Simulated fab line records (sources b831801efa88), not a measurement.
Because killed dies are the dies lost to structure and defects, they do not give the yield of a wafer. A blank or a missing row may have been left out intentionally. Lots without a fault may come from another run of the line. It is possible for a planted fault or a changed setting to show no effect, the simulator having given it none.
fab line records ; flow sky130
[record] lots = 24; wafers = 72; lastDay = 50
route steps=708 shown VT_ADJUST_HVTR@142 SONOS_ONO@181 LDD_HVP@285 POLY_CUT@318 SD_P@328 SD_N@349
lots untouched by any fault: they come from a run of this same line in which no faults occurred
startH: hours from the record's opening day to when the first of the lot's shown wafers began ; waitH: hours from the lot's prior step to this one ; " as in the row above ; L1.1+2: one row covering several wafers at once ; - either no value or no given start ; * or withheld: withheld ; < > ~ a bound
route shown NAME@n: a module of which the file shows steps, and the number in the route of the first ; usual: mean and standard deviation over wafers with no fault ; same: alike in all rows ; chamber/n: place in a boat ; sites: readings site by site ; _std_site: standard deviation across them ; _edge_site: inner sites' mean taken away from outer sites' mean ; radiusMm: for every site, how far away it sits from the centre of the wafer ; mask NAME#n: copy n ; behind: the tool/chamber that last shaped the wafer ; hold: reason for holding the lot/hours on hold/outcome of the hold ; device: transistor that didn't switch, given as n, p or np ; end of line: the same wafers' tests at the end of the route ; where a step has no rows: the recipe by itself ; killed: dies lost to structure and defects at the first sort, not the wafer's yield ; map: dies across one wafer; x = killed, . = not, _ = none there
set.NAME: the run value of the setting; set.NAME@STEP: its run value at that earlier step ; model.NAME: the simulator's own value behind a step, which no gauge read
the route's steps for a sample of lots (tables are steps, rows are wafers)
services: a tool's chamber out of use, with start hour (startH, from the record's first day; less than 0 if before it), hours out, and reason
[[steps]]
[step SKY_VT_ADJUST_HVTR_TW_MEAS_11]
[usual] VT_ADJUST_HVTR_TW = 212.5/1.2
lot.wafer;tool;chamber;startH;waitH;VT_ADJUST_HVTR_TW
L074.1;filmMetro-04;-;203.84;0.1;213.4
L074.4;filmMetro-04;-;203.84;0.1;213.9
L074.6;filmMetro-04;-;203.84;0.1;213.2
L075.4;filmMetro-02;-;212.63;0.1;211.9
L075.5;filmMetro-02;-;212.63;0.1;211.8
L075.6;filmMetro-02;-;212.63;0.1;212.9
L076.3;filmMetro-04;-;221.72;0.1;212.0
L076.4;filmMetro-04;-;221.72;0.1;212.3
L076.5;filmMetro-04;-;221.72;0.1;212.1
L077.3;filmMetro-04;-;228.47;0.1;213.5
L077.4;filmMetro-04;-;228.47;0.1;211.8
L077.6;filmMetro-04;-;228.47;0.1;212.3
L078.2;filmMetro-02;-;234.86;0.1;212.1
L078.3;filmMetro-02;-;234.86;0.1;212.2
L078.4;filmMetro-02;-;234.86;0.1;212.9
L079.1;filmMetro-01;-;241.24;0.1;212.8
L079.3;filmMetro-01;-;241.24;0.1;213.2
L079.6;filmMetro-01;-;241.24;0.1;212.9
L080.3;filmMetro-01;-;249.72;0.1;213.3
L080.5;filmMetro-01;-;249.72;0.1;212.2
L080.6;filmMetro-01;-;249.72;0.1;211.9
L081.2;filmMetro-02;-;254.56;0.1;211.1
L081.4;filmMetro-02;-;254.56;0.1;210.8
L081.6;filmMetro-02;-;254.56;0.1;211.1
L082.2;filmMetro-01;-;260.65;0.1;212.5
L082.4;filmMetro-01;-;260.65;0.1;213.5
L082.5;filmMetro-01;-;260.65;0.1;213.1
L083.2;filmMetro-04;-;265.71;0.1;211.2
L083.4;filmMetro-04;-;265.71;0.1;211.6
L083.5;filmMetro-04;-;265.71;0.1;211.8
L084.1;filmMetro-04;-;272.93;0.1;212.4
L084.2;filmMetro-04;-;272.93;0.1;211.7
L084.4;filmMetro-04;-;272.93;0.1;211.8
L085.3;filmMetro-01;-;280.67;0.1;211.8
L085.4;filmMetro-01;-;280.67;0.1;213.4
L085.5;filmMetro-01;-;280.67;0.1;211.3
L086.1;filmMetro-01;-;288.44;0.1;213.9
L086.3;filmMetro-01;-;288.44;0.1;214.7
L086.4;filmMetro-01;-;288.44;0.1;215.0
L087.2;filmMetro-04;-;297.81;0.1;212.3
L087.3;filmMetro-04;-;297.81;0.1;212.4
L087.4;filmMetro-04;-;297.81;0.1;212.6
L088.3;filmMetro-02;-;300.17;0.1;208.9
L088.4;filmMetro-02;-;300.17;0.1;209.8
L088.5;filmMetro-02;-;300.17;0.1;209.7
L089.2;filmMetro-04;-;310.65;0.1;213.1
L089.3;filmMetro-04;-;310.65;0.1;212.3
L089.6;filmMetro-04;-;310.65;0.1;212.4
L090.3;filmMetro-02;-;319.50;0.1;210.8
L090.4;filmMetro-02;-;319.50;0.1;210.8
L090.5;filmMetro-02;-;319.50;0.1;210.9
L091.3;filmMetro-04;-;327.55;0.1;213.0
L091.4;filmMetro-04;-;327.55;0.1;211.1
L091.6;filmMetro-04;-;327.55;0.1;212.0
L092.2;filmMetro-04;-;333.91;0.1;211.1
L092.3;filmMetro-04;-;333.91;0.1;212.4
L092.4;filmMetro-04;-;333.91;0.1;211.2
L093.1;filmMetro-01;-;342.30;0.1;214.5
L093.3;filmMetro-01;-;342.30;0.1;213.8
L093.4;filmMetro-01;-;342.30;0.1;214.9
L094.1;filmMetro-01;-;347.20;0.1;212.9
L094.2;filmMetro-01;-;347.20;0.1;212.4
L094.4;filmMetro-01;-;347.20;0.1;213.5
L095.1;filmMetro-01;-;358.04;0.1;214.7
L095.4;filmMetro-01;-;358.04;0.1;214.6
L095.5;filmMetro-01;-;358.04;0.1;213.3
L096.1;filmMetro-04;-;364.85;0.1;211.8
L096.2;filmMetro-04;-;364.85;0.1;212.8
L096.4;filmMetro-04;-;364.85;0.1;212.4
L097.2;filmMetro-01;-;374.29;0.1;214.0
L097.4;filmMetro-01;-;374.29;0.1;214.0
L097.5;filmMetro-01;-;374.29;0.1;213.7
[step SKY_SONOS_ONO_CD_MEAS_13]
[recipe] targetCdNm = 410
[usual] cdNm = 409.5/2.2
lot.wafer;tool;chamber;startH;waitH;cdNm
L074.1;cdSem-01;-;278.27;0.1;408.2
L074.4;cdSem-01;-;278.27;0.1;410.8
L074.6;cdSem-01;-;278.27;0.1;408.7
L075.4;cdSem-01;-;292.33;0.1;413.4
L075.5;cdSem-01;-;292.33;0.1;413.2
L075.6;cdSem-01;-;292.33;0.1;411.2
L077.3;cdSem-02;-;304.76;0.1;409.8
L077.4;cdSem-02;-;304.76;0.1;407.9
L077.6;cdSem-02;-;304.76;0.1;409.3
L076.3;cdSem-01;-;304.82;0.1;412.8
L076.4;cdSem-01;-;304.82;0.1;412.2
L076.5;cdSem-01;-;304.82;0.1;412.8
L078.2;cdSem-01;-;315.94;0.1;409.5
L078.3;cdSem-01;-;315.94;0.1;407.3
L078.4;cdSem-01;-;315.94;0.1;408.4
L079.1;cdSem-01;-;321.89;0.1;406.1
L079.3;cdSem-01;-;321.89;0.1;408.6
L079.6;cdSem-01;-;321.89;0.1;405.5
L080.3;cdSem-02;-;332.93;0.1;410.1
L080.5;cdSem-02;-;332.93;0.1;408.9
L080.6;cdSem-02;-;332.93;0.1;410.4
L081.2;cdSem-01;-;333.21;0.1;410.3
L081.4;cdSem-01;-;333.21;0.1;410.7
L081.6;cdSem-01;-;333.21;0.1;409.6
L082.2;cdSem-01;-;340.71;0.1;408.7
L082.4;cdSem-01;-;340.71;0.1;412.7
L082.5;cdSem-01;-;340.71;0.1;410.0
L083.2;cdSem-01;-;344.26;0.1;411.0
L083.4;cdSem-01;-;344.26;0.1;411.7
L083.5;cdSem-01;-;344.26;0.1;412.2
L084.1;cdSem-01;-;353.59;0.1;410.1
L084.2;cdSem-01;-;353.59;0.1;411.6
L084.4;cdSem-01;-;353.59;0.1;409.9
L085.3;cdSem-01;-;365.08;0.1;414.0
L085.4;cdSem-01;-;365.08;0.1;412.6
L085.5;cdSem-01;-;365.08;0.1;414.1
L086.1;cdSem-02;-;369.28;0.1;405.2
L086.3;cdSem-02;-;369.28;0.1;406.6
L086.4;cdSem-02;-;369.28;0.1;405.3
L087.2;cdSem-02;-;383.85;0.1;409.4
L087.3;cdSem-02;-;383.85;0.1;409.9
L087.4;cdSem-02;-;383.85;0.1;408.9
L088.3;cdSem-01;-;386.82;0.1;406.2
L088.4;cdSem-01;-;386.82;0.1;404.3
L088.5;cdSem-01;-;386.82;0.1;406.3
L089.2;cdSem-02;-;397.31;0.1;411.4
L089.3;cdSem-02;-;397.31;0.1;412.5
L089.6;cdSem-02;-;397.31;0.1;410.6
L090.3;cdSem-02;-;413.01;0.1;410.4
L090.4;cdSem-02;-;413.01;0.1;411.0
L090.5;cdSem-02;-;413.01;0.1;411.3
L091.3;cdSem-01;-;418.63;0.1;411.9
L091.4;cdSem-01;-;418.63;0.1;411.2
L091.6;cdSem-01;-;418.63;0.1;410.8
L092.2;cdSem-01;-;425.41;0.1;410.9
L092.3;cdSem-01;-;425.41;0.1;410.1
L092.4;cdSem-01;-;425.41;0.1;410.3
L093.1;cdSem-01;-;434.52;0.1;409.5
L093.3;cdSem-01;-;434.52;0.1;408.7
L093.4;cdSem-01;-;434.52;0.1;409.6
L094.1;cdSem-02;-;441.32;0.1;407.4
L094.2;cdSem-02;-;441.32;0.1;409.2
L094.4;cdSem-02;-;441.32;0.1;406.4
L095.1;cdSem-01;-;454.27;0.1;406.1
L095.4;cdSem-01;-;454.27;0.1;408.4
L095.5;cdSem-01;-;454.27;0.1;409.9
L096.1;cdSem-01;-;458.53;0.1;406.8
L096.2;cdSem-01;-;458.53;0.1;404.2
L096.4;cdSem-01;-;458.53;0.1;405.7
L097.2;cdSem-02;-;468.90;0.1;408.9
L097.4;cdSem-02;-;468.90;0.1;411.2
L097.5;cdSem-02;-;468.90;0.1;411.5
[step SKY_LDD_HVP_OVL_MEAS_07]
[usual] LDD_HVP_OVL = 0.1/1.5
lot.wafer;tool;chamber;startH;waitH;LDD_HVP_OVL[nm]
L074.1;overlay-01;-;496.37;0.1;1.0
L074.4;overlay-01;-;496.37;0.1;-0.1
L074.6;overlay-01;-;496.37;0.1;1.0
L075.4;overlay-01;-;514.34;0.1;3.2
L075.5;overlay-01;-;514.34;0.1;2.9
L075.6;overlay-01;-;514.34;0.1;1.0
L076.3;overlay-01;-;524.55;0.1;1.2
L076.4;overlay-01;-;524.55;0.1;0.8
L076.5;overlay-01;-;524.55;0.1;1.6
L077.3;overlay-01;-;525.38;0.1;1.3
L077.4;overlay-01;-;525.38;0.1;1.4
L077.6;overlay-01;-;525.38;0.1;1.5
L078.2;overlay-01;-;533.28;0.1;-1.0
L078.3;overlay-01;-;533.28;0.1;1.0
L078.4;overlay-01;-;533.28;0.1;-1.1
L079.1;overlay-02;-;543.97;0.1;1.9
L079.3;overlay-02;-;543.97;0.1;0.3
L079.6;overlay-02;-;543.97;0.1;0.9
L080.3;overlay-01;-;552.85;0.1;0.4
L080.5;overlay-01;-;552.85;0.1;1.0
L080.6;overlay-01;-;552.85;0.1;2.3
L081.2;overlay-02;-;556.44;0.1;0.2
L081.4;overlay-02;-;556.44;0.1;0.5
L081.6;overlay-02;-;556.44;0.1;-0.3
L082.2;overlay-01;-;562.93;0.1;2.2
L082.4;overlay-01;-;562.93;0.1;4.5
L082.5;overlay-01;-;562.93;0.1;2.0
L083.2;overlay-02;-;569.23;0.1;1.7
L083.4;overlay-02;-;569.23;0.1;1.9
L083.5;overlay-02;-;569.23;0.1;-0.8
L084.1;overlay-02;-;576.97;0.1;-0.7
L084.2;overlay-02;-;576.97;0.1;-1.3
L084.4;overlay-02;-;576.97;0.1;-1.2
L085.3;overlay-01;-;588.49;0.1;-2.3
L085.4;overlay-01;-;588.49;0.1;0.1
L085.5;overlay-01;-;588.49;0.1;-0.8
L086.1;overlay-01;-;593.07;0.1;-2.5
L086.3;overlay-01;-;593.07;0.1;-1.7
L086.4;overlay-01;-;593.07;0.1;-2.7
L087.2;overlay-02;-;605.69;0.1;0.5
L087.3;overlay-02;-;605.69;0.1;2.1
L087.4;overlay-02;-;605.69;0.1;1.1
L088.3;overlay-01;-;613.13;0.1;-1.1
L088.4;overlay-01;-;613.13;0.1;-2.1
L088.5;overlay-01;-;613.13;0.1;-0.2
L089.2;overlay-02;-;617.84;0.1;-1.6
L089.3;overlay-02;-;617.84;0.1;-0.7
L089.6;overlay-02;-;617.84;0.1;-3.0
L090.3;overlay-02;-;635.39;0.1;-1.3
L090.4;overlay-02;-;635.39;0.1;0.2
L090.5;overlay-02;-;635.39;0.1;-1.6
L091.3;overlay-02;-;639.83;0.1;0.7
L091.4;overlay-02;-;639.83;0.1;1.4
L091.6;overlay-02;-;639.83;0.1;1.0
L092.2;overlay-01;-;645.39;0.1;-1.1
L092.3;overlay-01;-;645.39;0.1;-2.4
L092.4;overlay-01;-;645.39;0.1;-3.0
L093.1;overlay-01;-;652.97;0.1;0.0
L093.3;overlay-01;-;652.97;0.1;-1.9
L093.4;overlay-01;-;652.97;0.1;-1.5
L094.1;overlay-02;-;663.88;0.1;0.4
L094.2;overlay-02;-;663.88;0.1;1.1
L094.4;overlay-02;-;663.88;0.1;0.9
L095.1;overlay-01;-;671.68;0.1;1.1
L095.4;overlay-01;-;671.68;0.1;-1.3
L095.5;overlay-01;-;671.68;0.1;-1.2
L096.1;overlay-01;-;676.67;0.1;0.3
L096.2;overlay-01;-;676.67;0.1;-0.7
L096.4;overlay-01;-;676.67;0.1;-0.9
L097.2;overlay-01;-;684.93;0.1;-2.3
L097.4;overlay-01;-;684.93;0.1;-0.4
L097.5;overlay-01;-;684.93;0.1;0.7
[step SKY_POLY_CUT_ETCH_11]
[recipe] target = Si3N4; chemistry = CF4/CH2F2/Ar; stopOn = poly-Si; sourceW = 600; biasW = 150; pressureMtorr = 40; cf4FlowSccm = 40; ch2f2FlowSccm = 20; Ar_flow_sccm = 150; timeS = 42.5; targetDepthA = 600
[usual] biasW = 150.0/0.49; cf4FlowSccm = 40.02/0.12; drypumpMotorCurrentA = 5.7/0.61; oesProductAu = 0.830/0.0062; throttleValvePct = 14.995/0.0093
[same] timeS = 42.5
lot.wafer;tool;chamber;startH;waitH;biasW;cf4FlowSccm;drypumpMotorCurrentA;oesProductAu;rfHoursCounterH;throttleValvePct
L074.1;rieDiel-04;1;559.64;0.0;149.5;40.06;5.2;0.847;3;14.994
L074.4;rieDiel-04;3;559.64;0.0;150.1;39.95;5.0;0.827;62;15.000
L074.6;rieDiel-04;2;559.64;0.0;149.5;40.05;5.6;0.829;-;14.975
L075.4;rieDiel-02;2;577.54;0.0;149.6;40.11;6.2;0.821;-;14.997
L075.5;rieDiel-02;1;577.54;0.0;149.8;40.33;4.8;0.833;-;15.001
L075.6;rieDiel-02;3;577.54;0.0;150.3;39.91;5.9;0.824;-;14.992
L076.3;rieDiel-01;1;586.18;0.0;150.8;40.14;5.6;0.832;3;14.976
L076.4;rieDiel-01;2;586.18;0.0;150.0;40.04;5.6;0.829;5;15.013
L076.5;rieDiel-01;0;586.18;0.0;149.9;40.31;6.4;0.826;-;14.992
L077.3;rieDiel-04;3;587.74;0.0;150.1;39.98;5.0;0.830;63;14.994
L077.4;rieDiel-04;1;587.74;0.0;149.5;40.15;5.1;0.825;4;14.997
L077.6;rieDiel-04;0;587.74;0.0;150.3;39.82;6.8;0.833;-;14.992
L078.2;rieDiel-04;0;595.88;0.0;150.3;39.96;6.8;0.835;0;14.994
L078.3;rieDiel-04;3;595.88;0.0;149.9;39.94;5.0;0.831;64;14.996
L078.4;rieDiel-04;1;595.88;0.0;150.2;40.17;5.2;0.827;4;14.998
L079.1;rieDiel-04;3;606.84;0.0;151.3;39.86;5.0;0.834;64;14.998
L079.3;rieDiel-04;0;606.84;0.0;150.4;40.14;6.8;0.833;0;15.010
L079.6;rieDiel-04;2;606.84;0.0;150.2;39.74;5.6;0.831;-;14.998
L080.3;rieDiel-02;1;612.89;0.0;149.9;39.97;4.8;0.840;6;14.983
L080.5;rieDiel-02;0;612.89;0.0;150.1;40.28;5.8;0.831;-;14.997
L080.6;rieDiel-02;3;612.89;0.0;149.2;40.18;5.9;0.834;-;15.003
L081.2;rieDiel-02;1;616.97;0.0;149.3;39.95;4.7;0.826;6;14.995
L081.4;rieDiel-02;0;616.97;0.0;149.5;40.08;5.8;0.827;57;14.991
L081.6;rieDiel-02;0;616.97;0.0;149.5;40.00;5.8;0.822;-;15.004
L082.2;rieDiel-04;3;624.19;0.0;150.2;40.04;5.0;0.834;64;14.992
L082.4;rieDiel-04;1;624.19;0.0;149.1;40.08;5.2;0.839;5;14.993
L082.5;rieDiel-04;1;624.19;0.0;149.5;40.01;5.2;0.846;-;14.990
L083.2;rieDiel-01;2;630.04;0.0;150.9;39.93;5.5;0.825;6;14.998
L083.4;rieDiel-01;1;630.04;0.0;150.4;39.99;5.6;0.838;3;14.987
L083.5;rieDiel-01;3;630.04;0.0;149.9;39.87;5.3;0.843;-;14.990
L084.1;rieDiel-04;3;639.72;0.0;149.9;40.05;5.0;0.833;64;14.980
L084.2;rieDiel-04;2;639.72;0.0;149.9;39.88;5.6;0.837;15;15.006
L084.4;rieDiel-04;0;639.72;0.0;150.3;40.11;6.8;0.829;1;15.001
L085.3;rieDiel-01;3;648.49;0.0;149.8;39.89;5.4;0.827;7;14.977
L085.4;rieDiel-01;1;648.49;0.0;149.9;40.07;5.6;0.832;4;15.005
L085.5;rieDiel-01;3;648.49;0.0;150.3;40.08;5.4;0.834;-;14.993
L086.1;rieDiel-04;3;653.13;0.0;150.0;39.99;5.0;0.834;65;14.993
L086.3;rieDiel-04;1;653.13;0.0;150.0;39.92;5.2;0.823;6;14.979
L086.4;rieDiel-04;2;653.13;0.0;149.4;39.89;5.6;0.830;16;15.012
L087.2;rieDiel-04;2;665.94;0.0;150.1;40.07;5.6;0.834;16;14.987
L087.3;rieDiel-04;1;665.94;0.0;149.7;39.81;5.2;0.829;6;14.983
L087.4;rieDiel-04;0;665.94;0.0;150.1;39.92;6.8;0.831;-;14.983
L088.3;rieDiel-02;2;672.94;0.0;150.0;39.90;6.2;0.829;8;14.987
L088.4;rieDiel-02;3;672.94;0.0;150.0;40.03;5.9;0.825;10;15.006
L088.5;rieDiel-02;3;672.94;0.0;150.4;39.92;5.9;0.829;-;14.982
L089.2;rieDiel-01;3;676.99;0.0;149.9;39.75;5.4;0.832;7;14.997
L089.3;rieDiel-01;0;676.99;0.0;150.6;40.01;6.3;0.826;12;14.997
L089.6;rieDiel-01;3;676.99;0.0;150.9;40.01;5.3;0.818;-;15.006
L090.3;rieDiel-04;0;695.54;0.0;150.1;40.00;6.8;0.830;3;14.988
L090.4;rieDiel-04;3;695.54;0.0;149.8;40.02;5.0;0.836;-;14.997
L090.5;rieDiel-04;0;695.54;0.0;150.0;40.05;6.8;0.841;-;14.989
L091.3;rieDiel-02;3;700.23;0.0;149.8;40.12;5.9;0.826;11;15.000
L091.4;rieDiel-02;2;700.23;0.0;150.2;40.17;6.2;0.831;-;14.993
L091.6;rieDiel-02;3;700.23;0.0;148.9;40.11;5.9;0.831;-;15.004
L092.2;rieDiel-02;2;704.99;0.0;150.5;39.93;6.2;0.842;9;15.004
L092.3;rieDiel-02;1;704.99;0.0;149.7;39.89;4.7;0.823;9;15.000
L092.4;rieDiel-02;1;704.99;0.0;149.5;39.82;4.7;0.835;-;15.001
L093.1;rieDiel-04;2;713.62;0.0;150.1;40.19;5.6;0.817;18;15.002
L093.3;rieDiel-04;1;713.62;0.0;149.7;39.88;5.2;0.828;7;14.986
L093.4;rieDiel-04;2;713.62;0.0;150.5;40.18;5.6;0.838;-;14.978
L094.1;rieDiel-04;2;721.57;0.0;150.1;39.94;5.6;0.829;18;14.988
L094.2;rieDiel-04;3;721.57;0.0;149.8;40.04;5.0;0.824;1;15.000
L094.4;rieDiel-04;0;721.57;0.0;150.3;40.02;6.8;0.831;3;14.994
L095.1;rieDiel-02;2;730.09;0.0;149.8;40.19;6.2;0.821;10;14.979
L095.4;rieDiel-02;1;730.09;0.0;150.0;40.01;4.8;0.826;9;14.986
L095.5;rieDiel-02;1;730.09;0.0;150.3;39.89;4.8;0.822;-;14.994
L096.1;rieDiel-04;3;734.99;0.0;149.7;39.78;5.0;0.823;2;14.986
L096.2;rieDiel-04;1;734.99;0.0;149.5;39.84;5.2;0.832;8;14.995
L096.4;rieDiel-04;0;734.99;0.0;150.4;40.05;6.8;0.829;4;15.000
L097.2;rieDiel-02;0;744.12;0.0;150.2;39.97;5.8;0.837;1;14.966
L097.4;rieDiel-02;3;744.12;0.0;150.8;40.09;5.9;0.831;12;14.991
L097.5;rieDiel-02;0;744.12;0.0;150.7;40.29;5.8;0.832;-;14.997
[step SKY_SD_P_OVL_MEAS_08]
[usual] SD_P_OVL = -1.1/1.2
lot.wafer;tool;chamber;startH;waitH;SD_P_OVL[nm]
L074.1;overlay-01;-;588.76;0.1;-0.9
L074.4;overlay-01;-;588.76;0.1;-0.4
L074.6;overlay-01;-;588.76;0.1;0.3
L075.4;overlay-01;-;607.06;0.1;-0.5
L075.5;overlay-01;-;607.06;0.1;-1.2
L075.6;overlay-01;-;607.06;0.1;-0.5
L076.3;overlay-02;-;614.57;0.1;-1.2
L076.4;overlay-02;-;614.57;0.1;-0.3
L076.5;overlay-02;-;614.57;0.1;-0.8
L077.3;overlay-01;-;616.02;0.1;-4.2
L077.4;overlay-01;-;616.02;0.1;-2.2
L077.6;overlay-01;-;616.02;0.1;-4.4
L078.2;overlay-01;-;624.72;0.1;0.1
L078.3;overlay-01;-;624.72;0.1;-0.1
L078.4;overlay-01;-;624.72;0.1;0.6
L079.1;overlay-01;-;635.41;0.1;0.5
L079.3;overlay-01;-;635.41;0.1;-1.3
L079.6;overlay-01;-;635.41;0.1;-1.2
L080.3;overlay-02;-;641.77;0.1;-0.8
L080.5;overlay-02;-;641.77;0.1;-0.6
L080.6;overlay-02;-;641.77;0.1;-0.3
L081.2;overlay-02;-;645.81;0.1;-2.4
L081.4;overlay-02;-;645.81;0.1;-2.5
L081.6;overlay-02;-;645.81;0.1;-3.8
L082.2;overlay-02;-;652.27;0.1;-1.0
L082.4;overlay-02;-;652.27;0.1;0.8
L082.5;overlay-02;-;652.27;0.1;-0.5
L083.2;overlay-01;-;658.93;0.1;-2.4
L083.4;overlay-01;-;658.93;0.1;-3.0
L083.5;overlay-01;-;658.93;0.1;-2.3
L084.1;overlay-02;-;668.26;0.1;0.0
L084.2;overlay-02;-;668.26;0.1;-2.8
L084.4;overlay-02;-;668.26;0.1;-1.9
L085.3;overlay-02;-;676.51;0.1;1.6
L085.4;overlay-02;-;676.51;0.1;-0.2
L085.5;overlay-02;-;676.51;0.1;0.8
L086.1;overlay-01;-;680.91;0.1;-2.2
L086.3;overlay-01;-;680.91;0.1;-1.7
L086.4;overlay-01;-;680.91;0.1;-0.4
L087.2;overlay-01;-;693.20;0.1;-1.4
L087.3;overlay-01;-;693.20;0.1;-1.4
L087.4;overlay-01;-;693.20;0.1;-1.8
L088.3;overlay-01;-;700.22;0.1;-1.0
L088.4;overlay-01;-;700.22;0.1;-1.3
L088.5;overlay-01;-;700.22;0.1;-1.9
L089.2;overlay-01;-;704.57;0.1;-0.9
L089.3;overlay-01;-;704.57;0.1;-2.0
L089.6;overlay-01;-;704.57;0.1;-2.0
L090.3;overlay-02;-;723.47;0.1;-2.2
L090.4;overlay-02;-;723.47;0.1;-1.7
L090.5;overlay-02;-;723.47;0.1;-2.2
L091.3;overlay-01;-;727.07;0.1;-2.7
L091.4;overlay-01;-;727.07;0.1;-2.0
L091.6;overlay-01;-;727.07;0.1;-0.6
L092.2;overlay-02;-;732.62;0.1;0.1
L092.3;overlay-02;-;732.62;0.1;-2.8
L092.4;overlay-02;-;732.62;0.1;-2.2
L093.1;overlay-02;-;740.06;0.1;0.5
L093.3;overlay-02;-;740.06;0.1;0.9
L093.4;overlay-02;-;740.06;0.1;1.5
L094.1;overlay-01;-;749.06;0.1;-1.7
L094.2;overlay-01;-;749.06;0.1;-1.7
L094.4;overlay-01;-;749.06;0.1;-2.3
L095.1;overlay-02;-;756.76;0.1;-0.3
L095.4;overlay-02;-;756.76;0.1;0.4
L095.5;overlay-02;-;756.76;0.1;0.6
L096.1;overlay-02;-;761.61;0.1;-0.9
L096.2;overlay-02;-;761.61;0.1;-1.0
L096.4;overlay-02;-;761.61;0.1;-1.8
L097.2;overlay-01;-;771.30;0.1;0.0
L097.4;overlay-01;-;771.30;0.1;0.9
L097.5;overlay-01;-;771.30;0.1;0.0
[step SKY_SD_N_CD_MEAS_07]
[recipe] targetCdNm = 380
[usual] cdNm = 380.5/2.9
lot.wafer;tool;chamber;startH;waitH;cdNm
L074.1;cdSem-01;-;646.32;0.1;377.5
L074.4;cdSem-01;-;646.32;0.1;382.1
L074.6;cdSem-01;-;646.32;0.1;380.4
L075.4;cdSem-02;-;664.73;0.1;380.6
L075.5;cdSem-02;-;664.73;0.1;380.2
L075.6;cdSem-02;-;664.73;0.1;381.1
L076.3;cdSem-02;-;672.43;0.1;385.4
L076.4;cdSem-02;-;672.43;0.1;384.0
L076.5;cdSem-02;-;672.43;0.1;384.3
L077.3;cdSem-01;-;674.03;0.1;386.7
L077.4;cdSem-01;-;674.03;0.1;386.6
L077.6;cdSem-01;-;674.03;0.1;386.7
L078.2;cdSem-02;-;681.34;0.1;377.5
L078.3;cdSem-02;-;681.34;0.1;380.4
L078.4;cdSem-02;-;681.34;0.1;377.2
L079.1;cdSem-02;-;692.42;0.1;384.4
L079.3;cdSem-02;-;692.42;0.1;384.0
L079.6;cdSem-02;-;692.42;0.1;385.2
L080.3;cdSem-02;-;697.71;0.1;382.2
L080.5;cdSem-02;-;697.71;0.1;383.7
L080.6;cdSem-02;-;697.71;0.1;382.7
L081.2;cdSem-02;-;702.19;0.1;373.1
L081.4;cdSem-02;-;702.19;0.1;374.0
L081.6;cdSem-02;-;702.19;0.1;373.6
L082.2;cdSem-01;-;706.49;0.1;384.1
L082.4;cdSem-01;-;706.49;0.1;379.0
L082.5;cdSem-01;-;706.49;0.1;380.4
L083.2;cdSem-01;-;714.34;0.1;379.8
L083.4;cdSem-01;-;714.34;0.1;382.3
L083.5;cdSem-01;-;714.34;0.1;379.4
L084.1;cdSem-02;-;723.64;0.1;379.1
L084.2;cdSem-02;-;723.64;0.1;379.3
L084.4;cdSem-02;-;723.64;0.1;379.5
L085.3;cdSem-01;-;732.23;0.1;384.7
L085.4;cdSem-01;-;732.23;0.1;380.6
L085.5;cdSem-01;-;732.23;0.1;382.0
L086.1;cdSem-01;-;736.17;0.1;380.2
L086.3;cdSem-01;-;736.17;0.1;382.2
L086.4;cdSem-01;-;736.17;0.1;381.9
L087.2;cdSem-02;-;748.66;0.1;382.0
L087.3;cdSem-02;-;748.66;0.1;379.2
L087.4;cdSem-02;-;748.66;0.1;378.7
L088.3;cdSem-01;-;754.26;0.1;380.5
L088.4;cdSem-01;-;754.26;0.1;381.0
L088.5;cdSem-01;-;754.26;0.1;382.6
L089.2;cdSem-02;-;759.49;0.1;374.8
L089.3;cdSem-02;-;759.49;0.1;374.9
L089.6;cdSem-02;-;759.49;0.1;377.9
L090.3;cdSem-01;-;777.31;0.1;380.0
L090.4;cdSem-01;-;777.31;0.1;379.4
L090.5;cdSem-01;-;777.31;0.1;380.0
L091.3;cdSem-01;-;780.51;0.1;381.8
L091.4;cdSem-01;-;780.51;0.1;382.4
L091.6;cdSem-01;-;780.51;0.1;382.9
L092.2;cdSem-01;-;785.99;0.1;382.2
L092.3;cdSem-01;-;785.99;0.1;383.3
L092.4;cdSem-01;-;785.99;0.1;382.7
L093.1;cdSem-01;-;792.37;0.1;378.6
L093.3;cdSem-01;-;792.37;0.1;379.2
L093.4;cdSem-01;-;792.37;0.1;379.4
L094.1;cdSem-02;-;802.57;0.1;377.6
L094.2;cdSem-02;-;802.57;0.1;377.0
L094.4;cdSem-02;-;802.57;0.1;377.9
L095.1;cdSem-01;-;811.03;0.1;380.4
L095.4;cdSem-01;-;811.03;0.1;380.3
L095.5;cdSem-01;-;811.03;0.1;382.8
L096.1;cdSem-02;-;814.38;0.1;380.4
L096.2;cdSem-02;-;814.38;0.1;381.3
L096.4;cdSem-02;-;814.38;0.1;380.2
L097.2;cdSem-01;-;824.39;0.1;378.9
L097.4;cdSem-01;-;824.39;0.1;377.4
L097.5;cdSem-01;-;824.39;0.1;377.6
[[services]]
tool;chamber;startH;hours;kind
rieDiel-04;0;563.03;-;clean
rieDiel-04;0;563.03;21.9;scheduledDown
rieDiel-04;0;563.03;21.9;ventCycle
rieDiel-02;0;571.98;9.7;repair
rieDiel-01;1;586.34;2.9;repair
rieDiel-01;1;597.52;25.1;repair
rieDiel-02;0;605.75;3.0;repair
rieDiel-04;-;614.57;4.3;pm
rieDiel-01;-;615.23;10.0;pm
rieDiel-02;0;629.65;15.0;repair
rieDiel-02;2;633.02;9.1;repair
rieDiel-01;1;649.04;7.6;repair
rieDiel-04;3;653.72;-;clean
rieDiel-04;3;653.72;21.0;scheduledDown
rieDiel-04;3;653.72;21.0;ventCycle
rieDiel-04;1;673.39;27.4;repair
rieDiel-02;0;691.14;-;clean
rieDiel-02;0;691.14;16.1;scheduledDown
rieDiel-02;0;691.14;16.1;ventCycle
rieDiel-01;-;703.12;1.1;repair
rieDiel-04;3;712.88;3.7;repair
rieDiel-01;2;732.04;2.0;repair
[[key]]
fault none
